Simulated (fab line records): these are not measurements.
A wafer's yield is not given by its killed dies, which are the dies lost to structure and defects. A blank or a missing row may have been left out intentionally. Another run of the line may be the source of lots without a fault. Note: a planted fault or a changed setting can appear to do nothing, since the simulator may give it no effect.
fab line records ; flow sky130
[record] lots = 6; wafers = 17; last_day = 49
route steps=708 shown VIA3@588 METAL4@598 CAP2M@603
lots that met no fault: taken from a fault-free run of the same line
start_h: the number of hours between the record's first day and the start of the first shown wafer of the lot ; wait_h: time in hours since the lot's previous step ; " identical to the entry in the row above ; L1.1+2: a single row standing in for several wafers ; - either no value or no given start ; * or withheld: withheld ; < > ~ a bound
route shown NAME@n: a module of which the file shows steps, and the number in the route of the first ; usual: mean/standard deviation of fault-free wafers ; same: alike in all rows ; chamber/n: place in a boat ; sites: readings site by site ; _std_site: standard deviation of those values ; _edge_site: outer sites' mean less inner sites' ; radius_mm: for every site, how far away it sits from the centre of the wafer ; mask NAME#n: copy n ; behind: tool/chamber where the wafer was last shaped ; hold: why the lot went on hold/how many hours it stayed there/how the hold came to an end ; device: transistor that didn't switch, given as n, p or np ; end of line: the tests these same wafers got at the end of their route ; a step with no rows: only its recipe ; killed: the dies lost at the first sort to structure and to defects; this is not the yield of the wafer ; map: shows each die of a wafer: x if killed, . if not, _ if none is there
set.NAME: setting as actually run; set.NAME@STEP: the setting as run at that earlier step ; model.NAME: the simulator's own value behind a step, which no gauge read
lots at some steps of the route; a table a step, a row a wafer
services: a tool's chamber out of use, with start hour (start_h, from the record's first day; less than 0 if before it), hours out, and reason
[[steps]]
[step SKY_VIA3_ETCH_15]
[recipe] target = SiO2; chemistry = C4F8/O2/Ar; target_depth_nm = 507; stop_on = TiN; mask_material = KrF-thick; source_w = 1500; bias_w = 1200; pressure_mtorr = 40; c4f8_flow_sccm = withheld; O2_flow_sccm = 6; Ar_flow_sccm = 300; time_s = 78
[usual] bias_w = 1201/3.6; oes_product_au = 0.946/0.0047
lot.wafer;tool;chamber;start_h;wait_h;bias_w;oes_product_au;rf_hours_counter_h
L636.1;rie_diel-03;1;947.38;0.0;1202;0.946;15
L636.2;rie_diel-03;3;947.38;0.0;1196;0.944;21
L636.5;rie_diel-03;2;947.38;0.0;1201;0.949;-
L638.1;rie_diel-01;0;958.23;0.0;1202;0.946;27
L638.3;rie_diel-01;2;958.23;0.0;1197;0.936;26
L638.5;rie_diel-01;3;958.23;0.0;1206;0.947;-
L640.4;rie_diel-03;1;974.75;0.0;1202;0.953;16
L640.5;rie_diel-03;1;974.75;0.0;1197;0.951;-
L640.6;rie_diel-03;0;974.75;0.0;1200;0.938;-
L646.1;rie_diel-03;0;1016.48;0.0;1202;0.948;14
L646.4;rie_diel-03;3;1016.48;0.0;1195;0.944;23
L646.5;rie_diel-03;0;1016.48;0.0;1204;0.946;-
L647.1;rie_diel-02;3;1028.08;0.0;1199;0.948;9
L647.3;rie_diel-02;1;1028.08;0.0;1199;0.941;17
L647.4;rie_diel-02;0;1028.08;0.0;1194;0.949;13
L652.4;rie_diel-03;1;1056.98;0.0;1202;0.949;18
L652.6;rie_diel-03;0;1056.98;0.0;1209;0.944;-
[step SKY_VIA3_STRIP_16]
[recipe] chemistry = O2/N2; power_w = 1400; pressure_mtorr = 1500; platen_temp_c = withheld; o2_flow_sccm = 3000; n2_flow_sccm = 300; overash_fraction = 0.5
[usual] drypump_motor_current_A = 5.9/0.43; oes_product_au = 0.402/0.005; strip_time_to_endpoint_s = 4.130/0.026
[same] overash_fraction = 0.5
lot.wafer;tool;chamber;start_h;wait_h;drypump_motor_current_A;oes_product_au;rf_hours_counter_h;strip_time_to_endpoint_s
L636.1;plasma_asher-03;0;947.44;0.0;6.5;0.405;21;4.103
L636.2;plasma_asher-03;1;947.44;0.0;5.9;0.409;21;4.101
L636.5;plasma_asher-03;1;947.44;0.0;5.9;0.406;-;4.124
L638.1;plasma_asher-03;0;958.29;0.0;6.5;0.398;22;4.163
L638.3;plasma_asher-03;1;958.29;0.0;5.9;0.402;-;4.155
L638.5;plasma_asher-03;1;958.29;0.0;5.9;0.396;-;4.136
L640.4;plasma_asher-02;1;974.85;0.1;6.0;0.402;-;4.148
L640.5;plasma_asher-02;0;974.85;0.1;5.9;0.398;-;4.144
L640.6;plasma_asher-02;1;974.85;0.1;6.0;0.405;-;4.150
L646.1;plasma_asher-01;0;1016.54;0.0;5.2;0.403;86;4.080
L646.4;plasma_asher-01;0;1016.54;0.0;5.2;0.404;-;4.069
L646.5;plasma_asher-01;0;1016.54;0.0;5.2;0.394;-;4.083
L647.1;plasma_asher-01;0;1028.14;0.0;5.2;0.403;87;4.129
L647.3;plasma_asher-01;1;1028.14;0.0;5.4;0.401;-;4.192
L647.4;plasma_asher-01;0;1028.14;0.0;5.2;0.407;-;4.169
L652.4;plasma_asher-02;0;1057.08;0.1;5.9;0.397;-;4.161
L652.6;plasma_asher-02;0;1057.08;0.1;6.0;0.401;-;4.168
[step SKY_VIA3_STRIP_17]
[recipe] chemistry = post_etch_residue_remover; time_s = 1200; temp_c = 72.5
[step SKY_VIA3_CLEAN_18]
[recipe] chemistry = IPA; time_s = 180; temp_c = 25
[step SKY_VIA3_CLEAN_19]
[recipe] chemistry = O3/DIW; dry = n2_spin
[step SKY_VIA3_SPUTTER_20]
[recipe] material = TiN; target_thk_nm = 20; chamber_pressure_pa = 5; power_w = 4000; time_s = 80
[usual] throttle_valve_pct = 29.7/0.99
lot.wafer;tool;chamber;start_h;wait_h;throttle_valve_pct
L636.1;pvd_sputter-03;-;948.03;0.0;29.7
L636.2;pvd_sputter-03;-;948.03;0.0;29.9
L636.5;pvd_sputter-03;-;948.03;0.0;29.6
L638.1;pvd_sputter-03;-;958.92;0.0;29.5
L638.3;pvd_sputter-03;-;958.92;0.0;29.8
L638.5;pvd_sputter-03;-;958.92;0.0;29.6
L640.4;pvd_sputter-03;-;975.41;0.0;29.3
L640.5;pvd_sputter-03;-;975.41;0.0;29.5
L640.6;pvd_sputter-03;-;975.41;0.0;29.8
L646.1;pvd_sputter-03;-;1017.17;0.0;29.9
L646.4;pvd_sputter-03;-;1017.17;0.0;29.5
L646.5;pvd_sputter-03;-;1017.17;0.0;29.5
L647.1;pvd_sputter-04;-;1028.75;0.0;31.3
L647.3;pvd_sputter-04;-;1028.75;0.0;28.5
L647.4;pvd_sputter-04;-;1028.75;0.0;30.4
L652.4;pvd_sputter-02;-;1057.64;0.0;28.8
L652.6;pvd_sputter-02;-;1057.64;0.0;28.0
[step SKY_VIA3_CVD_21]
[recipe] material = W; target_thk_nm = 390; time_s = 117.31; temp_c = 400; pressure_torr = 40
[step SKY_VIA3_RS_MEAS_22]
[recipe] thk_meas_gauge = four-point-probe; reads = W_of_VIA3_CVD_21+TiN_of_VIA3_SPUTTER_20
[usual] VIA3_W_RS = 0.294/0.0061
lot.wafer;tool;chamber;start_h;wait_h;VIA3_W_RS[ohm/sq]
L636.1;film_metro-03;-;948.22;0.1;0.290
L636.2;film_metro-03;-;948.22;0.1;0.299
L636.5;film_metro-03;-;948.22;0.1;0.287
L638.1;film_metro-02;-;959.11;0.1;0.300
L638.3;film_metro-02;-;959.11;0.1;0.298
L638.5;film_metro-02;-;959.11;0.1;0.297
L640.4;film_metro-03;-;975.65;0.1;0.284
L640.5;film_metro-03;-;975.65;0.1;0.284
L640.6;film_metro-03;-;975.65;0.1;0.293
L646.1;film_metro-04;-;1017.35;0.1;0.296
L646.4;film_metro-04;-;1017.35;0.1;0.286
L646.5;film_metro-04;-;1017.35;0.1;0.285
L647.1;film_metro-03;-;1028.93;0.1;0.294
L647.3;film_metro-03;-;1028.93;0.1;0.298
L647.4;film_metro-03;-;1028.93;0.1;0.295
L652.4;film_metro-04;-;1057.88;0.1;0.298
L652.6;film_metro-04;-;1057.88;0.1;0.301
[step SKY_VIA3_THK_MEAS_23]
[recipe] thk_meas_gauge = xrf; reads = W_of_VIA3_CVD_21
[usual] VIA3_W_THK = 397/9.3
lot.wafer;tool;chamber;start_h;wait_h;VIA3_W_THK[nm]
L636.1;film_metro-03;-;948.34;0.1;402
L636.2;film_metro-03;-;948.34;0.1;388
L636.5;film_metro-03;-;948.34;0.1;402
L638.1;film_metro-02;-;959.23;0.1;396
L638.3;film_metro-02;-;959.23;0.1;397
L638.5;film_metro-02;-;959.23;0.1;402
L640.4;film_metro-03;-;975.74;0.1;410
L640.5;film_metro-03;-;975.74;0.1;406
L640.6;film_metro-03;-;975.74;0.1;394
L646.1;film_metro-04;-;1017.47;0.1;392
L646.4;film_metro-04;-;1017.47;0.1;407
L646.5;film_metro-04;-;1017.47;0.1;410
L647.1;film_metro-03;-;1029.05;0.1;393
L647.3;film_metro-03;-;1029.05;0.1;392
L647.4;film_metro-03;-;1029.05;0.1;398
L652.4;film_metro-04;-;1057.97;0.1;387
L652.6;film_metro-04;-;1057.97;0.1;384
[step SKY_VIA3_CMP_24]
[recipe] stop_on = SiO2; t_overpolish_s = 20; down_force_psi = 3.5; platen_rpm = 60; target_thk_nm = 0; pad_velocity_m_s = 0.94248
[step SKY_METAL4_SPUTTER_00]
[recipe] material = Ti; target_thk_nm = 15; power_w = 3000; time_s = 10; chamber_pressure_pa = 0.4
[usual] throttle_valve_pct = 29.7/1.2
lot.wafer;tool;chamber;start_h;wait_h;throttle_valve_pct
L636.1;pvd_sputter-01;-;948.70;0.1;30.4
L636.2;pvd_sputter-01;-;948.70;0.1;29.9
L636.5;pvd_sputter-01;-;948.70;0.1;27.6
L638.1;pvd_sputter-03;-;959.64;0.1;29.8
L638.3;pvd_sputter-03;-;959.64;0.1;29.8
L638.5;pvd_sputter-03;-;959.64;0.1;29.7
L640.4;pvd_sputter-02;-;976.24;0.1;29.7
L640.5;pvd_sputter-02;-;976.24;0.1;28.5
L640.6;pvd_sputter-02;-;976.24;0.1;31.7
L646.1;pvd_sputter-03;-;1018.20;0.1;29.6
L646.4;pvd_sputter-03;-;1018.20;0.1;29.4
L646.5;pvd_sputter-03;-;1018.20;0.1;30.2
L647.1;pvd_sputter-01;-;1029.41;0.2;31.4
L647.3;pvd_sputter-01;-;1029.41;0.2;29.7
L647.4;pvd_sputter-01;-;1029.41;0.2;27.4
L652.4;pvd_sputter-03;-;1058.30;0.2;29.6
L652.6;pvd_sputter-03;-;1058.30;0.2;29.5
[step SKY_METAL4_SPUTTER_01]
[recipe] material = TiN; target_thk_nm = 20; power_w = 6500; time_s = 16.7; chamber_pressure_pa = 0.4
[usual] throttle_valve_pct = 29.7/1.2
lot.wafer;tool;chamber;start_h;wait_h;throttle_valve_pct
L636.1;pvd_sputter-01;-;948.72;0.0;30.1
L636.2;pvd_sputter-01;-;948.72;0.0;29.7
L636.5;pvd_sputter-01;-;948.72;0.0;27.6
L638.1;pvd_sputter-03;-;959.66;0.0;29.7
L638.3;pvd_sputter-03;-;959.66;0.0;30.3
L638.5;pvd_sputter-03;-;959.66;0.0;29.7
L640.4;pvd_sputter-02;-;976.26;0.0;29.8
L640.5;pvd_sputter-02;-;976.26;0.0;28.1
L640.6;pvd_sputter-02;-;976.26;0.0;31.5
L646.1;pvd_sputter-03;-;1018.22;0.0;29.5
L646.4;pvd_sputter-03;-;1018.22;0.0;29.5
L646.5;pvd_sputter-03;-;1018.22;0.0;30.1
L647.1;pvd_sputter-01;-;1029.43;0.0;31.3
L647.3;pvd_sputter-01;-;1029.43;0.0;29.8
L647.4;pvd_sputter-01;-;1029.43;0.0;27.6
L652.4;pvd_sputter-03;-;1058.32;0.0;29.5
L652.6;pvd_sputter-03;-;1058.32;0.0;29.4
[step SKY_METAL4_SPUTTER_02]
[recipe] material = AlCu; target_thk_nm = 735; power_w = 10600; time_s = 39.1; chamber_pressure_pa = 0.4
[usual] throttle_valve_pct = 29.7/1.2
lot.wafer;tool;chamber;start_h;wait_h;throttle_valve_pct;model.AlCu_of_METAL4_SPUTTER_02.thk_nm
L636.1;pvd_sputter-01;-;948.75;0.0;30.3;730.3
L636.2;pvd_sputter-01;-;948.75;0.0;29.6;737.5
L636.5;pvd_sputter-01;-;948.75;0.0;27.6;730.2
L638.1;pvd_sputter-03;-;959.69;0.0;29.7;741.1
L638.3;pvd_sputter-03;-;959.69;0.0;29.8;739.9
L638.5;pvd_sputter-03;-;959.69;0.0;29.9;743.4
L640.4;pvd_sputter-02;-;976.28;0.0;29.7;735.9
L640.5;pvd_sputter-02;-;976.28;0.0;28.7;737.6
L640.6;pvd_sputter-02;-;976.28;0.0;31.7;741.5
L646.1;pvd_sputter-03;-;1018.24;0.0;29.3;985.6
L646.4;pvd_sputter-03;-;1018.24;0.0;29.4;726.7
L646.5;pvd_sputter-03;-;1018.24;0.0;30.0;718.5
L647.1;pvd_sputter-01;-;1029.46;0.0;31.5;734.2
L647.3;pvd_sputter-01;-;1029.46;0.0;29.9;733.2
L647.4;pvd_sputter-01;-;1029.46;0.0;27.7;722.8
L652.4;pvd_sputter-03;-;1058.35;0.0;29.4;738.2
L652.6;pvd_sputter-03;-;1058.35;0.0;29.4;1004
[step SKY_METAL4_SPUTTER_03]
[recipe] material = Ti; target_thk_nm = 5; power_w = 3000; time_s = 3.3; chamber_pressure_pa = 0.4
[step SKY_METAL4_SPUTTER_04]
[recipe] material = TiN; target_thk_nm = 70; power_w = 6500; time_s = 58.3; chamber_pressure_pa = 0.4
[step SKY_CAP2M_CVD_00]
[recipe] material = SiO2; target_thk_nm = 15.5; temp_c = 400; time_s = withheld; rf_w = 450
[step SKY_CAP2M_THK_MEAS_01]
[recipe] reads = SiO2_of_CAP2M_CVD_00
[usual] CAP2M_CVD_00_THK = 15.45/0.2
lot.wafer;tool;chamber;start_h;wait_h;CAP2M_CVD_00_THK[nm]
L636.1;film_metro-04;-;948.88;-;15.11
L636.2;film_metro-04;-;948.88;-;15.15
L636.5;film_metro-04;-;948.88;-;15.27
L638.1;film_metro-01;-;959.83;-;15.20
L638.3;film_metro-01;-;959.83;-;15.21
L638.5;film_metro-01;-;959.83;-;15.56
L640.4;film_metro-03;-;976.44;-;15.82
L640.5;film_metro-03;-;976.44;-;15.84
L640.6;film_metro-03;-;976.44;-;15.98
L646.1;film_metro-01;-;1018.37;-;15.24
L646.4;film_metro-01;-;1018.37;-;15.50
L646.5;film_metro-01;-;1018.37;-;15.46
L647.1;film_metro-04;-;1029.59;-;15.38
L647.3;film_metro-04;-;1029.59;-;15.29
L647.4;film_metro-04;-;1029.59;-;15.55
L652.4;film_metro-01;-;1058.51;-;15.88
L652.6;film_metro-01;-;1058.51;-;15.88
[step SKY_CAP2M_SPUTTER_02]
[recipe] material = TiN; target_thk_nm = 200; temp_c = 300; power_w = 6500; time_s = 166.7; chamber_pressure_pa = 0.4
[step SKY_CAP2M_RS_MEAS_03]
[recipe] thk_meas_gauge = four-point-probe; reads = TiN_of_CAP2M_SPUTTER_02
[usual] CAP2M_TIN_RS = 6.93/0.067
lot.wafer;tool;chamber;start_h;wait_h;CAP2M_TIN_RS[ohm/sq]
L636.1;film_metro-03;-;949.06;0.1;6.86
L636.2;film_metro-03;-;949.06;0.1;6.94
L636.5;film_metro-03;-;949.06;0.1;6.87
L638.1;film_metro-01;-;960.00;0.1;6.86
L638.3;film_metro-01;-;960.00;0.1;6.81
L638.5;film_metro-01;-;960.00;0.1;6.85
L640.4;film_metro-04;-;976.64;0.1;6.95
L640.5;film_metro-04;-;976.64;0.1;6.99
L640.6;film_metro-04;-;976.64;0.1;6.96
L646.1;film_metro-03;-;1018.54;0.1;6.95
L646.4;film_metro-03;-;1018.54;0.1;6.97
L646.5;film_metro-03;-;1018.54;0.1;6.96
L647.1;film_metro-04;-;1029.80;0.1;6.97
L647.3;film_metro-04;-;1029.80;0.1;6.95
L647.4;film_metro-04;-;1029.80;0.1;6.99
L652.4;film_metro-03;-;1058.71;0.1;6.81
L652.6;film_metro-03;-;1058.71;0.1;6.80
[step SKY_CAP2M_THK_MEAS_04]
[recipe] thk_meas_gauge = xrf; reads = TiN_of_CAP2M_SPUTTER_02
[usual] CAP2M_TIN_THK = 202.7/2.1
lot.wafer;tool;chamber;start_h;wait_h;CAP2M_TIN_THK[nm]
L636.1;film_metro-03;-;949.18;0.1;203.5
L636.2;film_metro-03;-;949.18;0.1;202.3
L636.5;film_metro-03;-;949.18;0.1;203.8
L638.1;film_metro-01;-;960.12;0.1;203.7
L638.3;film_metro-01;-;960.12;0.1;205.7
L638.5;film_metro-01;-;960.12;0.1;204.5
L640.4;film_metro-04;-;976.73;0.1;202.0
L640.5;film_metro-04;-;976.73;0.1;201.2
L640.6;film_metro-04;-;976.73;0.1;202.3
L646.1;film_metro-03;-;1018.66;0.1;201.8
L646.4;film_metro-03;-;1018.66;0.1;201.3
L646.5;film_metro-03;-;1018.66;0.1;201.1
L647.1;film_metro-04;-;1029.92;0.1;201.3
L647.3;film_metro-04;-;1029.92;0.1;202.4
L647.4;film_metro-04;-;1029.92;0.1;201.4
L652.4;film_metro-03;-;1058.80;0.1;205.3
L652.6;film_metro-03;-;1058.80;0.1;205.7
[step SKY_CAP2M_DEHYDRATE_05]
[recipe] temp_c = 200; time_s = 60
[step SKY_CAP2M_HMDS_06]
[recipe] prime_time_s = 60; prime_temp_c = 120
[step SKY_CAP2M_COAT_07]
[recipe] resist = NOVOLAK; spin_rpm = 3000; resist_thk_nm = 1140
[step SKY_CAP2M_SOFTBAKE_08]
[recipe] temp_c = 90; time_s = 60; resist = NOVOLAK
[step SKY_CAP2M_EXPOSE_09]
[recipe] mask_id = CAP2M; na = 0.6; source_shape = conventional; sigma_outer = 0.6; polarization = unpolarized; target_cd_nm = 1000; dose_mj = 159
[step SKY_CAP2M_PEB_10]
[recipe] temp_c = withheld; time_s = *; resist = NOVOLAK
[step SKY_CAP2M_DEVELOP_11]
[recipe] resist = NOVOLAK; developer = TMAH; develop_time_s = 60; dev_temp_c = 23
[step SKY_CAP2M_OVL_MEAS_12]
[usual] CAP2M_OVL = 0.6/1.4
lot.wafer;tool;chamber;start_h;wait_h;CAP2M_OVL[nm]
L636.1;overlay-02;-;972.54;0.1;0.8
L636.2;overlay-02;-;972.54;0.1;0.7
L636.5;overlay-02;-;972.54;0.1;0.7
L638.1;overlay-01;-;983.83;0.1;1.1
L638.3;overlay-01;-;983.83;0.1;-0.9
L638.5;overlay-01;-;983.83;0.1;-0.8
L640.4;overlay-01;-;999.35;0.1;2.4
L640.5;overlay-01;-;999.35;0.1;3.5
L640.6;overlay-01;-;999.35;0.1;2.0
L646.1;overlay-01;-;1040.89;0.1;1.6
L646.4;overlay-01;-;1040.89;0.1;2.8
L646.5;overlay-01;-;1040.89;0.1;1.5
L647.1;overlay-01;-;1052.88;0.1;0.2
L647.3;overlay-01;-;1052.88;0.1;0.3
L647.4;overlay-01;-;1052.88;0.1;1.5
L652.4;overlay-01;-;1080.00;0.1;-2.6
L652.6;overlay-01;-;1080.00;0.1;1.7
[step SKY_CAP2M_METAL_ETCH_13]
[recipe] target_depth_nm = 220; stop_on = SiO2; chemistry = Cl2/BCl3; target = TiN; pressure_mtorr = 10; icp_w = 900; bias_w = 48.5; Cl2_flow_sccm = 60; bcl3_flow_sccm = 30; time_s = 62.9
[step SKY_CAP2M_STRIP_14]
[recipe] chemistry = O2/N2; power_w = 1400; pressure_mtorr = 1500; platen_temp_c = withheld; o2_flow_sccm = 3000; n2_flow_sccm = 300; overash_fraction = 0.5
[step SKY_CAP2M_STRIP_15]
[recipe] chemistry = post_etch_residue_remover; time_s = 1200; temp_c = 72.5
[step SKY_CAP2M_CLEAN_16]
[recipe] chemistry = IPA; time_s = 180; temp_c = 25
[step SKY_CAP2M_CLEAN_17]
[recipe] chemistry = O3/DIW; dry = n2_spin
[step SKY_METAL4_DEHYDRATE_05]
[recipe] temp_c = 200; time_s = 60
[step SKY_METAL4_HMDS_06]
[recipe] prime_time_s = 60; prime_temp_c = 120
[step SKY_METAL4_COAT_07]
[recipe] resist = BARC; temp_c = withheld; time_s = withheld; spin_rpm = 3000; resist_thk_nm = 60
[step SKY_METAL4_COAT_08]
[recipe] resist = KrF-thick; spin_rpm = 3000; resist_thk_nm = 1140
[step SKY_METAL4_SOFTBAKE_09]
[recipe] temp_c = 100; time_s = 90; resist = KrF-thick
[step SKY_METAL4_EXPOSE_10]
[recipe] mask_id = MM4; na = 0.68; source_shape = annular; sigma_inner = 0.4; sigma_outer = 0.8; target_cd_nm = 300; dose_mj = 28
[step SKY_METAL4_PEB_11]
[recipe] peb_temp_c = withheld; peb_time_s = withheld; resist = KrF-thick
[step SKY_METAL4_DEVELOP_12]
[recipe] develop_time_s = 60; resist = KrF-thick; dev_temp_c = 21
[step SKY_METAL4_CD_MEAS_13]
[recipe] target_cd_nm = 300
[usual] cd_nm = 300.0/1.6
lot.wafer;tool;chamber;start_h;wait_h;cd_nm
L636.1;cd_sem-02;-;996.24;-;301.2
L636.2;cd_sem-02;-;996.24;-;302.2
L636.5;cd_sem-02;-;996.24;-;302.9
L638.1;cd_sem-02;-;1007.74;-;299.9
L638.3;cd_sem-02;-;1007.74;-;298.7
L638.5;cd_sem-02;-;1007.74;-;299.7
L640.4;cd_sem-01;-;1022.65;-;300.2
L640.5;cd_sem-01;-;1022.65;-;300.0
L640.6;cd_sem-01;-;1022.65;-;300.6
L646.1;cd_sem-01;-;1063.14;-;298.5
L646.4;cd_sem-01;-;1063.14;-;299.1
L646.5;cd_sem-01;-;1063.14;-;299.8
L647.1;cd_sem-01;-;1075.49;-;302.6
L647.3;cd_sem-01;-;1075.49;-;303.6
L647.4;cd_sem-01;-;1075.49;-;303.8
L652.4;cd_sem-01;-;1101.06;-;300.8
L652.6;cd_sem-01;-;1101.06;-;299.4
[step SKY_METAL4_METAL_ETCH_18]
[recipe] target_depth_a = 8450; stop_on = SiO2; over_etch_frac = 0.3; time_s = 183.1; chemistry = Cl2/BCl3; resist_sidewall_deg = 88; pressure_mtorr = 10; icp_w = 900; bias_w = 48.5; Cl2_flow_sccm = 60; bcl3_flow_sccm = 30
[usual] bias_w = 48.50/0.14; drypump_motor_current_A = 5.7/0.31; oes_product_au = 0.866/0.006; throttle_valve_pct = 22.263/0.0092
[same] over_etch_frac = 0.3
lot.wafer;tool;chamber;start_h;wait_h;bias_w;drypump_motor_current_A;oes_product_au;rf_hours_counter_h;throttle_valve_pct
L636.1;rie_metal-03;1;996.67;0.0;48.66;5.8;0.861;20;22.268
L636.2;rie_metal-03;0;996.67;0.0;48.40;5.9;0.864;4;22.286
L636.5;rie_metal-03;0;996.67;0.0;48.32;5.9;0.867;-;22.286
L638.1;rie_metal-03;0;1008.04;0.0;48.44;5.9;0.862;5;22.265
L638.3;rie_metal-03;0;1008.04;0.0;48.42;5.9;0.872;-;22.257
L638.5;rie_metal-03;0;1008.04;0.0;48.34;5.9;0.875;-;22.270
L640.4;rie_metal-03;0;1023.20;0.2;48.36;5.9;0.870;-;22.254
L640.5;rie_metal-03;0;1023.20;0.2;48.56;5.9;0.868;-;22.257
L640.6;rie_metal-03;0;1023.20;0.2;48.31;5.9;0.873;-;22.260
L646.1;rie_metal-03;1;1063.44;0.0;48.56;5.8;0.988;2;22.280
L646.4;rie_metal-03;1;1063.44;0.0;48.43;5.8;0.859;-;22.270
L646.5;rie_metal-03;0;1063.44;0.0;48.20;5.9;0.860;-;22.271
L647.1;rie_metal-03;1;1075.79;0.0;48.60;5.8;0.863;3;22.281
L647.3;rie_metal-03;0;1075.79;0.0;48.69;5.9;0.864;-;22.255
L647.4;rie_metal-03;1;1075.79;0.0;48.82;5.8;0.863;-;22.259
L652.4;rie_metal-04;1;1101.37;0.1;48.36;5.2;0.862;-;22.264
L652.6;rie_metal-04;1;1101.37;0.1;48.41;5.2;0.995;-;22.253
[[services]]
tool;chamber;start_h;hours;kind
rie_diel-03;1;923.96;3.2;repair
rie_diel-03;-;925.28;1.8;repair
rie_diel-02;0;946.22;1.4;repair
rie_diel-02;0;950.05;39.6;repair
plasma_asher-03;-;967.52;2.8;pm
pvd_sputter-02;-;967.72;1.6;repair
plasma_asher-03;-;980.44;4.6;repair
rie_metal-03;-;987.69;4.4;repair
rie_diel-01;0;991.62;27.4;repair
pvd_sputter-03;-;994.57;1.2;repair
plasma_asher-02;-;1000.25;0.6;repair
rie_diel-01;3;1011.68;2.8;repair
rie_diel-02;-;1013.74;1.7;repair
pvd_sputter-03;3;1018.35;-;consumable_replace:kit
pvd_sputter-03;3;1018.35;18.0;scheduled_down
rie_diel-01;1;1024.03;5.1;repair
rie_diel-03;3;1026.82;2.6;repair
pvd_sputter-03;-;1045.94;2.6;repair
rie_diel-01;3;1055.66;8.0;repair
rie_diel-01;-;1066.06;0.4;repair
plasma_asher-01;-;1071.03;2.4;repair
rie_diel-01;0;1071.80;1.3;repair
rie_diel-01;-;1077.52;14.6;pm
rie_diel-03;2;1084.70;4.6;repair
[[key]]
[first_sign] step = SKY_METAL4_METAL_ETCH_18; reading = oes_product_au; direction = up; sigmas = 21; usual = 0.866; struck = 0.991
effect none on later readings
[model_effect] step = SKY_METAL4_SPUTTER_02; value = AlCu_of_METAL4_SPUTTER_02.thk_nm; without = 732; struck = 995
met_at SKY_METAL4_SPUTTER_02
struck_wafers L646.1,L652.6
later_rows_left_out L646.1,L652.6
sort_left_out L646.1,L652.6
onset_between 959.69 1018.24
[fault] kind = process_parameter_drift; tool = pvd_sputter-03; chamber = -; onset_h = 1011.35; steps = SKY_METAL4_SPUTTER_02; channel = time_s; offset = *; shape = step; end_h = 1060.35; scope = struck_wafers_only; acts_in = *; stated = *
// sort_left_out: the simulated sort isn't trusted on such a fault, so these wafers' sort isn't shown, and their yield isn't known
// later_rows_left_out: the simulator's readings of these wafers behind a module that went badly wrong aren't trusted and aren't shown, but for the sort
